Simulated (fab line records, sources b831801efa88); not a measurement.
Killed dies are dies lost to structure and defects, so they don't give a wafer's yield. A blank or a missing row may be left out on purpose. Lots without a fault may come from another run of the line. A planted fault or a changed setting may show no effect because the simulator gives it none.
Split-lot experiment | flow sfq_line | 5 lots, 23 wafers read, on a route of 325 steps

THE SPLIT
At SFQ_TRILAYER_M8_DEP_EVAP_196 (material Au, target thk 180 nm, time 900 s), the setting time_s was moved away from the recipe's 900 s on 7 of the 23 wafers read, by -14.9% to +11.0%. The other wafers ran this setting at the recipe's value.

FROM THE SPLIT TO THE READING: what the file shows between them, 1 step
- SFQ_M8_RS_MEAS_949: measures by four-point-probe

THE READING
M8_AU_THK, in nm, at SFQ_M8_THK_MEAS_950 (measures by xrf). Fault-free wafers of this fab line usually give 181.2 nm, standard deviation 2.1 nm.

wafer  | tool, chamber at the split | time_s as run, s | against the recipe | M8_AU_THK, nm | against lot-mates on the recipe
L074.1 | pvd_sputter-02, -          | 900              | recipe             | 183.3         | -
L074.5 | pvd_sputter-02, -          | 900              | recipe             | 181.9         | -
L074.6 | pvd_sputter-02, -          | 900              | recipe             | 182.1         | -
L076.1 | pvd_sputter-02, -          | 900              | recipe             | 183.2         | -
L076.2 | pvd_sputter-02, -          | 900              | recipe             | 184.5         | -
L076.4 | pvd_sputter-02, -          | 900              | recipe             | 183.6         | -
L076.5 | pvd_sputter-02, -          | 900              | recipe             | 185.1         | -
L076.6 | pvd_sputter-02, -          | 900              | recipe             | 185.1         | -
L077.2 | pvd_sputter-01, -          | 900              | recipe             | 179.8         | -
L077.3 | pvd_sputter-01, -          | 900              | recipe             | 178.9         | -
L077.4 | pvd_sputter-01, -          | 999.3            | +11.0%             | 199.3         | +20.1
L077.5 | pvd_sputter-01, -          | 900              | recipe             | 179.0         | -
L077.6 | pvd_sputter-01, -          | 999.3            | +11.0%             | 196.0         | +16.8
L081.1 | pvd_sputter-01, -          | 792.5            | -11.9%             | 163.3         | -18.6
L081.2 | pvd_sputter-01, -          | 900              | recipe             | 181.0         | -
L081.3 | pvd_sputter-01, -          | 900              | recipe             | 181.0         | -
L081.4 | pvd_sputter-01, -          | 900              | recipe             | 183.6         | -
L081.5 | pvd_sputter-01, -          | 792.5            | -11.9%             | 159.5         | -22.4
L083.1 | pvd_sputter-01, -          | 765.9            | -14.9%             | 154.1         | -29.0
L083.2 | pvd_sputter-01, -          | 765.9            | -14.9%             | 154.3         | -28.8
L083.4 | pvd_sputter-01, -          | 900              | recipe             | 184.0         | -
L083.5 | pvd_sputter-01, -          | 900              | recipe             | 182.1         | -
L083.6 | pvd_sputter-01, -          | 765.9            | -14.9%             | 155.2         | -27.9

THE FIT
A straight line over all 23 wafers: M8_AU_THK changes by +1.72 nm for each +1% of time_s; r = +0.98; the points scatter about the line by 2.3 nm.
The same after taking each lot's own level away (the mean of its wafers on the recipe; 23 wafers): +1.81 nm for each +1%; r = +0.99; scatter 1.3 nm.
On that fit, the largest move of time_s shifts the reading by 27 nm.
The lots' own levels span 179.23 to 184.30 nm, that is 2.4 times the standard deviation above.
So the lot-to-lot level changes the slope little: the two slopes agree.
Check: with one of the wafers moved furthest among these (-14.9%) left out of the fit, the line predicts -26.7 nm for it against its lot-mates. It came out at -29 nm against them.

THE WHOLE CHAIN: every reading that the file lists as answering this split, in the file's order
step                         | what it does                               | reading                                                                                | change (the file's fit)              | r (the file's)
SFQ_TRILAYER_M8_DEP_EVAP_196 | material Au, target thk 180 nm, time 900 s | Au_of_TRILAYER_M8_DEP_EVAP_196.thk_nm (the simulator's own value, which no gauge read) | +1.8 nm for each +1% of the setting  | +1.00
SFQ_M8_RS_MEAS_949           | measures by four-point-probe               | M8_AU_RS                                                                               | -0.00167 for each +1% of the setting | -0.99
SFQ_M8_THK_MEAS_950          | measures by xrf                            | M8_AU_THK                                                                              | +1.79 for each +1% of the setting    | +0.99

THE FILE'S OWN FIT
M8_AU_THK changes by +1.79 nm for each +1% of time_s, r = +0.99.
